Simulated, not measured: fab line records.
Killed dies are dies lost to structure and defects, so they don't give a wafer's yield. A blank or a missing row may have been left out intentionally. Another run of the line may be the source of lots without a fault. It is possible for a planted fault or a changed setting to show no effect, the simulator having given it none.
Problem report, 8D (eight disciplines) form, completed by code ; flow gf180mcu ; the parts of the form that need people (team, actions taken, sign-off) are left out

1. PROBLEM STATEMENT
run-length-s at GF_M4_METAL_ETCH_16 reads a mean of 144.1 s on 4 wafers of 2 lots; wafers without a fault read 133.0 s with a standard deviation of 0.7. Relative to the usual mean, that is a shift of +16 standard deviations.
The step: etches the open film in Cl2/BCl3, stops on SiO2, target depth 627.5 nm, time 104.6 s.
Earliest sighting: wafer L279.3 on rie-metal-04 at day 30 07:10. At this step, 33 wafers from 11 lots have a number in the record. Rule for "out" (also "out of limits"): further than 4 standard deviations from the usual mean. The other wafers with a number count as sound.

2. WHAT THIS IS AND IS NOT
question;is;is not
which readings at this step;run-length-s, oes-product-au, throttle-valve-pct;drypump-motor-current-A
which lots;L279, L280;L259, L260, L261, L262, L266, L268, L270, L273, L276
which wafers of those lots;L279.3, L279.6, L280.2, L280.4;L279.4, L280.1
read on which tools;rie-metal-04;rie-metal-02, rie-metal-03
when;from day 30 07:10;"up to then (28 sound wafers); but 1 sound wafer of L280 came after"

3. WHAT RULES OUT EACH SUSPECT
Counting: any tool at a process step up to the reading remains a suspect provided it ran every lot that is out. Sound lots after the first of them don't rule it out here, since some wafers of a struck lot are sound.
- rie-metal-04 at GF_M4_METAL_ETCH_16 (etches the open film in Cl2/BCl3, stops on SiO2, target depth 627.5 nm, time 104.6 s): kept. It processed each lot that is out (first: L279, day 30 07:10); up to then, its last sound lot is L276 (day 29 08:24). Its own readings are out on those wafers: oes-product-au, run-length-s, throttle-valve-pct.
- The sound lot-mates ran in chamber 0 of rie-metal-04 at GF_M4_METAL_ETCH_16, but the wafers that are out ran in chamber 1.
After counting, what remains is rie-metal-04 at GF_M4_METAL_ETCH_16.

4. THE CAUSE (what the simulator had put in)
rie-metal-04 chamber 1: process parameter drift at GF_M4_METAL_ETCH_16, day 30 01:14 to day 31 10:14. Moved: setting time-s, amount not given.
This tool alone remained once counting was done.

5. SEQUENCE OF EFFECTS, ordered by route
Each row: a reading where the mean over the struck wafers with a number is more than 3 standard deviations away from the usual. Readings are gone through only where the record gives a usual standard deviation; hours: the median, over the lots, of the time from a lot's start at the first step in this table giving one to that lot's start at this step; sigmas: the change measured in usual standard deviations.
hours;step;reading;usual;on struck wafers;change;sigmas
0;GF_M4_METAL_ETCH_16;oes-product-au;0.972 a.u.;0.911;-0.060;-7.8
0;GF_M4_METAL_ETCH_16;run-length-s;133.0 s;144.1;+11.1;+16
0;GF_M4_METAL_ETCH_16;throttle-valve-pct;28.250 %;28.322;+0.072;+6.5
0;GF_M4_STRIP_17;strip-time-to-endpoint-s;7.88 s;7.63;-0.25;-5.6
It contains these process steps:
- GF_M4_METAL_ETCH_16: etches the open film in Cl2/BCl3, stops on SiO2, target depth 627.5 nm, time 104.6 s.
- GF_M4_STRIP_17: strips in O2/N2.

6. HOW IT WOULD HAVE BEEN CAUGHT EARLIER
6 hours passed between the start of the fault at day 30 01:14 and the first reading out of limits in this record, taken at day 30 07:10.
